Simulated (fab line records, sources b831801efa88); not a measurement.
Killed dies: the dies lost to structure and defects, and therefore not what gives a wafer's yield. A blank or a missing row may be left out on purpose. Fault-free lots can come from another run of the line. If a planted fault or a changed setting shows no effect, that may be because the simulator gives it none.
Which tool did it? -- flow gf180mcu -- 13 lots, 39 wafers sampled, at 4 steps of a route of 602

## WHAT THE GAUGES SHOWED, per wafer
GF_V2_CD_MEAS_14: the cd target is 260 nm. Usual: cd-nm at 259.7 nm, with a standard deviation of 1.2.
lot,measured,on,cd-nm (nm),flag
L355,day 19 23:00,cd-sem-01,260.3 259.2 259.9,
L357,day 20 23:16,cd-sem-01,258.8 256.9 257.4,
L362,day 22 23:16,cd-sem-02,260.0 259.6 260.4,
L365,day 24 11:43,cd-sem-02,258.9 260.1 259.5,
L368,day 24 23:52,cd-sem-01,258.0 258.3 258.9,
L370,day 25 20:53,cd-sem-02,260.4 260.7 260.6,
L372,day 26 13:02,cd-sem-02,258.1 258.8 258.9,
L373,day 26 19:45,cd-sem-02,259.7 260.7 260.9,
L374,day 26 21:11,cd-sem-01,259.9 260.3 259.0,
L376,day 27 12:43,cd-sem-01,261.4 259.5 260.5,
L377,day 27 21:02,cd-sem-02,261.1 261.1 260.8,
L378,day 28 04:01,cd-sem-02,261.5 261.9 259.4,

## TOOL THAT RAN EACH LOT (tool first, then ch and the chambers of the sampled wafers, then the start)
lot,GF_STI_STRIP_15,GF_VT_IMPLANT_EXPOSE_37,GF_CONTACT_CVD_24
L355,"plasma-asher-03 ch 0,1, day 2 01:53","iline-stepper-02 ch 0, day 7 04:10","cvd-w-01 ch 0,1, day 15 20:32"
L357,"plasma-asher-01 ch 0,1, day 2 11:35","iline-stepper-02 ch 0, day 7 18:50","cvd-w-02 ch 0,1, day 16 17:35"
L361,"plasma-asher-03 ch 0,1, day 3 08:40","iline-stepper-01 ch 0, day 8 17:48",-
L362,"plasma-asher-01 ch 0,1, day 3 13:53","iline-stepper-02 ch 0, day 9 04:13","cvd-w-01 ch 0,1, day 18 16:38"
L365,"plasma-asher-04 ch 0,1, day 4 09:08","iline-stepper-02 ch 0, day 10 06:53","cvd-w-02 ch 0,1, day 20 08:50"
L368,"plasma-asher-03 ch 0,1, day 4 20:17","iline-stepper-02 ch 0, day 10 19:59","cvd-w-01 ch 0,1, day 20 22:59"
L370,"plasma-asher-01 ch 0,1, day 5 07:23","iline-stepper-01 ch 0, day 11 09:16","cvd-w-01 ch 0,1, day 21 20:52"
L372,"plasma-asher-03 ch 0,1, day 5 17:14","iline-stepper-01 ch 0, day 11 23:38","cvd-w-02 ch 0,1, day 22 17:05"
L373,"plasma-asher-01 ch 0,1, day 5 23:23","iline-stepper-01 ch 0, day 12 06:34","cvd-w-01 ch 0,1, day 22 22:58"
L374,"plasma-asher-01 ch 0,1, day 6 04:35","iline-stepper-02 ch 0, day 12 10:43","cvd-w-01 ch 0, day 23 01:37"
L376,"plasma-asher-04 ch 0,1, day 6 15:29","iline-stepper-01 ch 0, day 13 03:09","cvd-w-01 ch 0,1, day 23 19:13"
L377,"plasma-asher-03 ch 0,1, day 6 19:02","iline-stepper-01 ch 0, day 13 06:26","cvd-w-02 ch 0,1, day 24 02:32"
L378,"plasma-asher-03 ch 0,1, day 7 00:44","iline-stepper-02 ch 0, day 13 18:53","cvd-w-02 ch 0,1, day 24 11:47"
- GF_STI_STRIP_15: strips in O2/N2.
- GF_VT_IMPLANT_EXPOSE_37: exposes mask Nwell HV AREA, target cd 860 nm.
- GF_CONTACT_CVD_24: deposits W, target thk 300 nm, time 90.339 s.

## AS READ BY THE TOOLS THEMSELVES (means over the sampled wafers that have a number; for cases with no such wafer, the mark the record gives instead)
GF_STI_STRIP_15. Usual: drypump-motor-current-A 5.9 A, standard deviation 0.61; heater-power-w 320 W, standard deviation 33; oes-product-au 0.384 a.u., standard deviation 0.0047; strip-time-to-endpoint-s 3.74 s, standard deviation 0.037.
lot,tool,drypump-motor-current-A (A),heater-power-w (W),oes-product-au (a.u.),strip-time-to-endpoint-s (s),flag
L355,plasma-asher-03,6.1,341,0.385,3.75,
L357,plasma-asher-01,6.1,279,0.382,3.70,
L361,plasma-asher-03,6.2,341,0.391,3.74,
L362,plasma-asher-01,6.1,286,0.384,3.78,
L365,plasma-asher-04,6.0,350,0.382,3.70,
L368,plasma-asher-03,5.7,336,0.382,3.77,
L370,plasma-asher-01,6.1,281,0.383,3.74,
L372,plasma-asher-03,6.2,339,0.387,3.78,
L373,plasma-asher-01,5.7,278,0.385,3.75,
L374,plasma-asher-01,6.1,279,0.382,3.74,
L376,plasma-asher-04,5.6,357,0.384,3.72,
L377,plasma-asher-03,5.7,334,0.387,3.72,
L378,plasma-asher-03,6.1,342,0.383,3.78,

GF_VT_IMPLANT_EXPOSE_37. Usual: focus-offset-nm at 0.0 nm, with a standard deviation of 0.58.
lot,tool,focus-offset-nm (nm),flag
L355,iline-stepper-02,0.8,
L357,iline-stepper-02,-0.2,
L361,iline-stepper-01,0.7,
L362,iline-stepper-02,-0.1,
L365,iline-stepper-02,-0.2,
L368,iline-stepper-02,0.3,
L370,iline-stepper-01,-0.5,
L372,iline-stepper-01,0.5,
L373,iline-stepper-01,-0.6,
L374,iline-stepper-02,-0.2,
L376,iline-stepper-01,-0.0,
L377,iline-stepper-01,0.7,
L378,iline-stepper-02,0.4,

GF_CONTACT_CVD_24. Usual: heater-power-w at 876 W, with a standard deviation of 58.
lot,tool,heater-power-w (W),flag
L355,cvd-w-01,997,
L357,cvd-w-02,835,
L362,cvd-w-01,905,
L365,cvd-w-02,835,
L368,cvd-w-01,928,
L370,cvd-w-01,924,
L372,cvd-w-02,822,
L373,cvd-w-01,926,
L374,cvd-w-01,929,
L376,cvd-w-01,919,
L377,cvd-w-02,835,
L378,cvd-w-02,823,

## THE ANSWER, worked out from the rows above alone
Rule: take the mean of a lot's wafers that have a number; if it is more than 3 standard deviations from the usual mean, the lot is off. A lot without any number at a reading at which 4 lots or more have one is off too. All remaining lots with rows at the step are treated as sound. Order of review: gauges by route order, followed by the tools' own readings, for which a lot's mean as printed above is used. At the first step where some lot is off, the reading lying furthest off is the one used; lots without a number count as furthest.
Nothing can be told from this: no lot is off at any reading shown.

## WHAT HAD BEEN PUT IN BY THE SIMULATOR
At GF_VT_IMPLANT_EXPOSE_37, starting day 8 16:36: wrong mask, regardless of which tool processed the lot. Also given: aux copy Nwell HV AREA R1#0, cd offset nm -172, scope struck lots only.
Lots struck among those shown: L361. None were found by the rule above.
